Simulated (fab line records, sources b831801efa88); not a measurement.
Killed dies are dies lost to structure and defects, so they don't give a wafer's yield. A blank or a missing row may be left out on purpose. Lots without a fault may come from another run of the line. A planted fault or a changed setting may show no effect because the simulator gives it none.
Chamber matching | flow sfq_line | SFQ_TRILAYER_I7_CMP_CMP_184 on cmp-02: 4 sister chambers
The step polishes SiO2. 4 wafers are shown with their chamber, then 7 later ones without.

WAFERS WITH THEIR CHAMBER
wafer  | chamber | motor_current_A (A)
L485.4 | 1       | 9.1
L488.5 | 2       | 9.0
L490.4 | 0       | 10.0
L490.2 | 3       | 11.6

WAFERS WITHOUT THEIR CHAMBER
wafer  | motor_current_A (A)
L490.6 | 9.4
L496.3 | 9.1
L496.2 | 10.2
L496.4 | 12.0
L497.1 | 10.2
L497.5 | 8.5
L497.6 | 8.9

WHICH CHAMBER EACH WENT THROUGH
wafer  | from the rows above          | in truth
L490.6 | can't be placed: 1 or 2 or 0 | 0
L496.3 | can't be placed: 1 or 2      | 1
L496.2 | 0                            | 0
L496.4 | 3                            | 3
L497.1 | 0                            | 0
L497.5 | can't be placed: 2 or 1      | 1
L497.6 | can't be placed: 2 or 1      | 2
Placed correctly: 3 of 7. Can't be placed from these rows: 4 (the true chamber is among the candidates in 4). Placed wrongly: 0.
How it was worked out, from the rows above alone: a wafer's distance from a chamber is the root of the sum, over the readings, of the square of ((its reading less the chamber's mean) divided by the reading's scatter). The wafer belongs to the nearest chamber; if the next one is less than 2 further off, it can't be placed. A chamber's mean is the mean of its shown wafers. The scatter: with one shown wafer a chamber, the root of the mean of the squares of how far each hidden wafer lies from its nearest shown one.
